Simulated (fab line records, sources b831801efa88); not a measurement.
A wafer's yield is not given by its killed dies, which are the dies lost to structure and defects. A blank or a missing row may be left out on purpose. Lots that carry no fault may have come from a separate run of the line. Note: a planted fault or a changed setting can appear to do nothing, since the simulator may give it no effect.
fab line records + flow sky130
[record]
- lots = 15
- wafers = 45
- last_day = 50
route steps=708 shown RES_PROTECT@215 LDD_HVP@284 LDD_LDN@296
lots that met no fault: taken from a fault-free run of the same line
start_h: the number of hours between the record's first day and the start of the first shown wafer of the lot + wait_h: hours since the lot's step before + " unchanged from the row above + L1.1+2: a single row standing in for several wafers + - no value, or no start was given + * or withheld: withheld + < > ~ a bound
route shown NAME@n: names a module that has steps shown in the file, with the first one's number in the route + usual: the fault-free wafers' mean and standard deviation + same: alike in all rows + chamber/n: place in a boat + sites: readings site by site + _std_site: the standard deviation of these + _edge_site: outer sites' mean less inner sites' + radius_mm: how far each site lies from the wafer's centre + mask NAME#n: copy n + behind: the last tool/chamber to shape the wafer + hold: why the lot was held/for how many hours/how that ended + device: which transistor (n, p or np) failed to switch + end of line: at the end of the route, the tests of the same wafers + a step given without rows: its recipe and nothing more + killed: dies that structure and defects cost at the first sort, which is not the same as the wafer's yield + map: per-die view of a wafer (x killed, . not killed, _ where there is no die)
set.NAME: setting as actually run; set.NAME@STEP: the setting as run at that earlier step + model.NAME: the simulator's own value behind a step, which no gauge read
route steps across a sampled set of lots; one table per step, one row per wafer
services: when a tool's chamber went out of use (start_h, in hours from the record's first day, below 0 if earlier), for how many hours, and the reason
[[steps]]
[step SKY_RES_PROTECT_TW_MEAS_08]
[usual]
- POLY_GATE_TW = 4052/30
| lot.wafer | tool          | chamber | start_h | wait_h | POLY_GATE_TW |
|-----------|---------------|---------|---------|--------|--------------|
| L649.2    | film_metro-01 | -       | 349.94  | 0.1    | 4090         |
| L649.3    | "             | -       | "       | "      | 4063         |
| L649.4    | "             | -       | "       | "      | 4077         |
| L651.3    | film_metro-04 | -       | 363.86  | 0.1    | 4011         |
| L651.4    | "             | -       | "       | "      | 4026         |
| L651.5    | "             | -       | "       | "      | 4029         |
| L653.1    | film_metro-04 | -       | 383.88  | 0.1    | 4029         |
| L653.4    | "             | -       | "       | "      | 4023         |
| L653.6    | "             | -       | "       | "      | 4036         |
| L654.1    | film_metro-02 | -       | 397.74  | 0.1    | 4024         |
| L654.3    | "             | -       | "       | "      | 4031         |
| L654.5    | "             | -       | "       | "      | 4039         |
| L655.1    | film_metro-01 | -       | 404.74  | 0.1    | 4093         |
| L655.2    | "             | -       | "       | "      | 4078         |
| L655.3    | "             | -       | "       | "      | 4110         |
| L658.1    | film_metro-04 | -       | 428.58  | 0.1    | 4037         |
| L658.3    | "             | -       | "       | "      | 4055         |
| L658.4    | "             | -       | "       | "      | 4058         |
| L660.3    | film_metro-01 | -       | 441.58  | 0.1    | 4063         |
| L660.4    | "             | -       | "       | "      | 4082         |
| L660.6    | "             | -       | "       | "      | 4051         |
| L662.3    | film_metro-04 | -       | 458.20  | 0.1    | 4031         |
| L662.5    | "             | -       | "       | "      | 4023         |
| L662.6    | "             | -       | "       | "      | 4052         |
| L664.2    | film_metro-04 | -       | 483.45  | 0.1    | 4040         |
| L664.5    | "             | -       | "       | "      | 4052         |
| L664.6    | "             | -       | "       | "      | 4020         |
| L665.1    | film_metro-01 | -       | 484.68  | 0.1    | 4080         |
| L665.4    | "             | -       | "       | "      | 4069         |
| L665.5    | "             | -       | "       | "      | 4072         |
| L666.1    | film_metro-04 | -       | 496.49  | 0.1    | 4025         |
| L666.5    | "             | -       | "       | "      | 4033         |
| L666.6    | "             | -       | "       | "      | 4053         |
| L667.2    | film_metro-02 | -       | 501.30  | 0.1    | 4020         |
| L667.3    | "             | -       | "       | "      | 4039         |
| L667.5    | "             | -       | "       | "      | 4028         |
| L668.3    | film_metro-02 | -       | 509.48  | 0.1    | 4005         |
| L668.5    | "             | -       | "       | "      | 4045         |
| L668.6    | "             | -       | "       | "      | 4044         |
| L669.1    | film_metro-04 | -       | 521.54  | 0.1    | 4038         |
| L669.2    | "             | -       | "       | "      | 4036         |
| L669.6    | "             | -       | "       | "      | 4026         |
| L671.2    | film_metro-01 | -       | 543.99  | 0.1    | 4089         |
| L671.3    | "             | -       | "       | "      | 4086         |
| L671.5    | "             | -       | "       | "      | 4105         |
[step SKY_LDD_HVP_DEVELOP_06]
[recipe]
- resist = NOVOLAK
- developer = TMAH
- develop_time_s = 60
- dev_temp_c = 23
[usual]
- chill_plate_temp_C = 23.00/0.097
- develop_time_s = 60/0
| lot.wafer | tool           | chamber | start_h | wait_h | chill_plate_temp_C | develop_time_s |
|-----------|----------------|---------|---------|--------|--------------------|----------------|
| L649.2    | litho_track-03 | 0       | 503.00  | 0.1    | 23.12              | 60             |
| L649.3    | "              | 0       | "       | "      | 22.99              | 60             |
| L649.4    | "              | 0       | "       | "      | 23.03              | 60             |
| L651.3    | litho_track-03 | 0       | 523.77  | 0.1    | 23.04              | 60             |
| L651.4    | "              | 0       | "       | "      | 23.01              | 60             |
| L651.5    | "              | 0       | "       | "      | 23.02              | 60             |
| L653.1    | litho_track-04 | -       | 541.56  | 0.1    | -                  | -              |
| L653.4    | "              | -       | "       | "      | -                  | -              |
| L653.6    | "              | -       | "       | "      | -                  | -              |
| L654.1    | litho_track-01 | -       | 554.79  | 0.1    | -                  | -              |
| L654.3    | "              | -       | "       | "      | -                  | -              |
| L654.5    | "              | -       | "       | "      | -                  | -              |
| L655.1    | litho_track-03 | -       | 561.02  | 0.1    | -                  | -              |
| L655.2    | "              | -       | "       | "      | -                  | -              |
| L655.3    | "              | -       | "       | "      | -                  | -              |
| L658.1    | litho_track-01 | 0       | 587.74  | 0.1    | 23.28              | 60             |
| L658.3    | "              | 0       | "       | "      | 23.24              | 60             |
| L658.4    | "              | 0       | "       | "      | 23.04              | 60             |
| L660.3    | litho_track-01 | 0       | 598.34  | 0.1    | 23.13              | 60             |
| L660.4    | "              | 0       | "       | "      | 23.07              | 60             |
| L660.6    | "              | 0       | "       | "      | 23.06              | 60             |
| L662.3    | litho_track-04 | 0       | 614.86  | 0.1    | 22.79              | 60             |
| L662.5    | "              | 0       | "       | "      | 23.01              | 60             |
| L662.6    | "              | 0       | "       | "      | 22.88              | 60             |
| L664.2    | litho_track-04 | 0       | 637.63  | 0.1    | 23.16              | 60             |
| L664.5    | "              | 0       | "       | "      | 23.15              | 60             |
| L664.6    | "              | 0       | "       | "      | 23.08              | 60             |
| L665.1    | litho_track-03 | 0       | 639.67  | 0.1    | 22.95              | 60             |
| L665.4    | "              | 0       | "       | "      | 23.10              | 60             |
| L665.5    | "              | 0       | "       | "      | 22.94              | 60             |
| L666.1    | litho_track-01 | 0       | 651.54  | 0.1    | 22.92              | 60             |
| L666.5    | "              | 0       | "       | "      | 23.00              | 60             |
| L666.6    | "              | 0       | "       | "      | 22.89              | 60             |
| L667.2    | litho_track-03 | 0       | 655.95  | 0.1    | 22.99              | 60             |
| L667.3    | "              | 0       | "       | "      | 23.11              | 60             |
| L667.5    | "              | 0       | "       | "      | 23.02              | 60             |
| L668.3    | litho_track-04 | 0       | 665.41  | 0.1    | 22.94              | 60             |
| L668.5    | "              | 0       | "       | "      | 23.17              | 60             |
| L668.6    | "              | 0       | "       | "      | 23.04              | 60             |
| L669.1    | litho_track-04 | 0       | 676.36  | 0.1    | 23.06              | 60             |
| L669.2    | "              | 0       | "       | "      | 23.15              | 60             |
| L669.6    | "              | 0       | "       | "      | 23.04              | 60             |
| L671.2    | litho_track-01 | 0       | 697.26  | 0.1    | 23.03              | 60             |
| L671.3    | "              | 0       | "       | "      | 22.91              | 60             |
| L671.5    | "              | 0       | "       | "      | 22.91              | 60             |
[step SKY_LDD_HVP_STRIP_09]
[recipe]
- chemistry = O2/N2
- power_w = 1400
- pressure_mtorr = 1500
- platen_temp_c = withheld
- o2_flow_sccm = 3000
- n2_flow_sccm = 300
- overash_fraction = 0.5
[usual]
- drypump_motor_current_A = 5.8/0.72
- o2_flow_sccm = 3000/8.8
- oes_product_au = 0.409/0.0049
- strip_time_to_endpoint_s = 4.137/0.015
| lot.wafer | tool            | chamber | start_h | wait_h | drypump_motor_current_A | o2_flow_sccm | oes_product_au | rf_hours_counter_h | strip_time_to_endpoint_s |
|-----------|-----------------|---------|---------|--------|-------------------------|--------------|----------------|--------------------|--------------------------|
| L649.2    | plasma_asher-01 | 1       | 503.31  | 0.1    | 6.7                     | 2983         | 0.406          | 8                  | 4.136                    |
| L649.3    | "               | 0       | "       | "      | 5.9                     | 2995         | 0.406          | -                  | 4.131                    |
| L649.4    | "               | 1       | "       | "      | 6.6                     | 2988         | 0.415          | -                  | 4.125                    |
| L651.3    | plasma_asher-02 | 1       | 524.09  | 0.1    | 5.0                     | 2994         | 0.400          | -                  | 4.146                    |
| L651.4    | "               | 0       | "       | "      | 4.8                     | 3015         | 0.411          | -                  | 4.127                    |
| L651.5    | "               | 1       | "       | "      | 5.0                     | 2995         | 0.403          | -                  | 4.138                    |
| L653.1    | plasma_asher-01 | 0       | 541.90  | 0.1    | 5.9                     | 2990         | 0.397          | 12                 | 4.156                    |
| L653.4    | "               | 1       | "       | "      | 6.6                     | 2995         | 0.407          | -                  | 4.147                    |
| L653.6    | "               | 1       | "       | "      | 6.6                     | 2985         | 0.408          | -                  | 4.166                    |
| L654.1    | plasma_asher-02 | 1       | 555.13  | 0.1    | 5.1                     | 3008         | 0.403          | 75                 | 4.132                    |
| L654.3    | "               | 0       | "       | "      | 4.8                     | 3010         | 0.407          | -                  | 4.164                    |
| L654.5    | "               | 0       | "       | "      | 4.8                     | 2995         | 0.407          | -                  | 4.174                    |
| L655.1    | plasma_asher-04 | 1       | 561.36  | 0.1    | 4.7                     | 3016         | 0.410          | 43                 | 4.143                    |
| L655.2    | "               | 0       | "       | "      | 6.4                     | 2997         | 0.407          | 43                 | 4.153                    |
| L655.3    | "               | 0       | "       | "      | 6.3                     | 2988         | 0.402          | -                  | 4.141                    |
| L658.1    | plasma_asher-01 | 0       | 588.08  | 0.1    | 5.9                     | 2995         | 0.408          | 17                 | 4.145                    |
| L658.3    | "               | 0       | "       | "      | 5.9                     | 3008         | 0.411          | -                  | 4.143                    |
| L658.4    | "               | 1       | "       | "      | 6.7                     | 2994         | 0.403          | -                  | 4.133                    |
| L660.3    | plasma_asher-01 | 0       | 598.66  | 0.1    | 5.9                     | 2990         | 0.408          | -                  | 4.109                    |
| L660.4    | "               | 1       | "       | "      | 6.6                     | 3008         | 0.403          | -                  | 4.122                    |
| L660.6    | "               | 0       | "       | "      | 5.9                     | 3005         | 0.405          | -                  | 4.094                    |
| L662.3    | plasma_asher-02 | 1       | 615.18  | 0.1    | 5.0                     | 2994         | 0.416          | -                  | 4.152                    |
| L662.5    | "               | 1       | "       | "      | 5.0                     | 2987         | 0.403          | -                  | 4.120                    |
| L662.6    | "               | 0       | "       | "      | 4.8                     | 3009         | 0.407          | -                  | 4.134                    |
| L664.2    | plasma_asher-02 | 1       | 637.95  | 0.1    | 5.1                     | 3009         | 0.401          | 84                 | 4.140                    |
| L664.5    | "               | 1       | "       | "      | 5.1                     | 3003         | 0.410          | -                  | 4.141                    |
| L664.6    | "               | 0       | "       | "      | 4.8                     | 3011         | 0.402          | -                  | 4.128                    |
| L665.1    | plasma_asher-01 | 0       | 640.01  | 0.1    | 5.9                     | 3002         | 0.410          | 22                 | 4.125                    |
| L665.4    | "               | 1       | "       | "      | 6.6                     | 3021         | 0.410          | -                  | 4.132                    |
| L665.5    | "               | 0       | "       | "      | 5.9                     | 3000         | 0.410          | -                  | 4.147                    |
| L666.1    | plasma_asher-01 | 1       | 651.88  | 0.1    | 6.6                     | 3005         | 0.398          | 23                 | 4.123                    |
| L666.5    | "               | 0       | "       | "      | 5.9                     | 3007         | 0.416          | -                  | 4.142                    |
| L666.6    | "               | 1       | "       | "      | 6.6                     | 2988         | 0.409          | -                  | 4.117                    |
| L667.2    | plasma_asher-04 | 1       | 656.26  | 0.1    | 4.7                     | 3001         | 0.416          | 51                 | 4.151                    |
| L667.3    | "               | 0       | "       | "      | 6.3                     | 2999         | 0.404          | -                  | 4.139                    |
| L667.5    | "               | 0       | "       | "      | 6.3                     | 3003         | 0.405          | -                  | 4.129                    |
| L668.3    | plasma_asher-01 | 0       | 665.73  | 0.1    | 5.9                     | 3000         | 0.414          | -                  | 4.168                    |
| L668.5    | "               | 1       | "       | "      | 6.7                     | 2995         | 0.405          | -                  | 4.160                    |
| L668.6    | "               | 0       | "       | "      | 5.9                     | 3005         | 0.415          | -                  | 4.147                    |
| L669.1    | plasma_asher-01 | 0       | 676.70  | 0.1    | 5.9                     | 3008         | 0.412          | 25                 | 4.112                    |
| L669.2    | "               | 1       | "       | "      | 6.7                     | 2996         | 0.415          | 25                 | 4.117                    |
| L669.6    | "               | 1       | "       | "      | 6.6                     | 2990         | 0.407          | -                  | 4.111                    |
| L671.2    | plasma_asher-01 | 1       | 697.58  | 0.1    | 6.7                     | 3000         | 0.408          | 30                 | 4.130                    |
| L671.3    | "               | 1       | "       | "      | 6.7                     | 3004         | 0.413          | -                  | 4.121                    |
| L671.5    | "               | 1       | "       | "      | 6.7                     | 2993         | 0.404          | -                  | 4.126                    |
[step SKY_LDD_LDN_OVL_MEAS_07]
[usual]
- LDD_LDN_OVL = 0.7/1.3
| lot.wafer | tool       | chamber | start_h | wait_h | LDD_LDN_OVL[nm] |
|-----------|------------|---------|---------|--------|-----------------|
| L649.2    | overlay-01 | -       | 533.65  | 0.1    | 0.2             |
| L649.3    | "          | -       | "       | "      | -0.1            |
| L649.4    | "          | -       | "       | "      | 0.6             |
| L651.3    | overlay-01 | -       | 553.89  | 0.1    | 2.4             |
| L651.4    | "          | -       | "       | "      | 3.2             |
| L651.5    | "          | -       | "       | "      | 3.5             |
| L653.1    | overlay-02 | -       | 572.03  | 0.1    | -0.1            |
| L653.4    | "          | -       | "       | "      | 0.4             |
| L653.6    | "          | -       | "       | "      | -1.5            |
| L654.1    | overlay-01 | -       | 585.08  | 0.1    | 3.2             |
| L654.3    | "          | -       | "       | "      | 2.2             |
| L654.5    | "          | -       | "       | "      | 1.8             |
| L655.1    | overlay-01 | -       | 591.83  | 0.1    | 2.3             |
| L655.2    | "          | -       | "       | "      | 1.2             |
| L655.3    | "          | -       | "       | "      | 1.4             |
| L658.1    | overlay-02 | -       | 618.17  | 0.1    | -1.1            |
| L658.3    | "          | -       | "       | "      | 0.3             |
| L658.4    | "          | -       | "       | "      | -1.0            |
| L660.3    | overlay-02 | -       | 628.55  | 0.1    | 0.5             |
| L660.4    | "          | -       | "       | "      | 2.4             |
| L660.6    | "          | -       | "       | "      | -1.2            |
| L662.3    | overlay-01 | -       | 644.34  | 0.1    | 0.7             |
| L662.5    | "          | -       | "       | "      | -1.0            |
| L662.6    | "          | -       | "       | "      | -0.5            |
| L664.2    | overlay-01 | -       | 667.00  | 0.1    | 4.9             |
| L664.5    | "          | -       | "       | "      | 2.7             |
| L664.6    | "          | -       | "       | "      | 2.5             |
| L665.1    | overlay-01 | -       | 668.88  | 0.1    | 1.9             |
| L665.4    | "          | -       | "       | "      | 2.0             |
| L665.5    | "          | -       | "       | "      | 0.2             |
| L666.1    | overlay-02 | -       | 681.44  | 0.1    | 2.4             |
| L666.5    | "          | -       | "       | "      | 0.7             |
| L666.6    | "          | -       | "       | "      | -0.6            |
| L667.2    | overlay-01 | -       | 685.00  | 0.1    | -1.9            |
| L667.3    | "          | -       | "       | "      | -1.0            |
| L667.5    | "          | -       | "       | "      | -0.9            |
| L668.3    | overlay-01 | -       | 695.35  | 0.1    | -0.5            |
| L668.5    | "          | -       | "       | "      | 0.2             |
| L668.6    | "          | -       | "       | "      | -1.0            |
| L669.1    | overlay-02 | -       | 705.77  | 0.1    | -0.2            |
| L669.2    | "          | -       | "       | "      | -0.7            |
| L669.6    | "          | -       | "       | "      | 1.0             |
| L671.2    | overlay-02 | -       | 725.58  | 0.1    | -0.2            |
| L671.3    | "          | -       | "       | "      | 3.0             |
| L671.5    | "          | -       | "       | "      | 2.7             |
[[services]]
| tool            | chamber | start_h | hours | kind   |
|-----------------|---------|---------|-------|--------|
| plasma_asher-04 | -       | 479.68  | 7.1   | repair |
| plasma_asher-02 | -       | 517.88  | 1.7   | repair |
| plasma_asher-04 | -       | 565.34  | 2.8   | pm     |
| plasma_asher-04 | -       | 676.69  | 28.1  | pm     |
| plasma_asher-02 | -       | 678.05  | 23.5  | repair |
[[key]]
[first_sign]
- step = SKY_LDD_HVP_DEVELOP_06
- reading = tool_record
- direction = missing
effect none on later readings
met_at SKY_LDD_HVP_DEVELOP_06
struck_lots L653,L654,L655
sort_left_out L653.1,L653.4,L653.6,L654.1,L654.3,L654.5,L655.1,L655.2,L655.3
tester_left_out L653,L654,L655
not_acting_at SKY_RES_PROTECT_TW_MEAS_08,SKY_LDD_HVP_STRIP_09,SKY_LDD_LDN_OVL_MEAS_07
onset_between 523.77 541.56
[fault]
- kind = skipped_step_whole
- tool = litho_track-01,litho_track-03,litho_track-04
- chamber = -
- onset_h = 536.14
- steps = SKY_LDD_HVP_DEVELOP_06
- scope = struck_lots_only
// tester_left_out: of these lots the tester's yield and bins aren't shown, on N5 and GAA mostly nor the transistor test; their killed dies are dies lost to structure and defects alone, not to doping, threshold or leakage, so they don't give the yield
// sort_left_out: the simulated sort isn't trusted on such a fault, so these wafers' sort isn't shown, and their yield isn't known
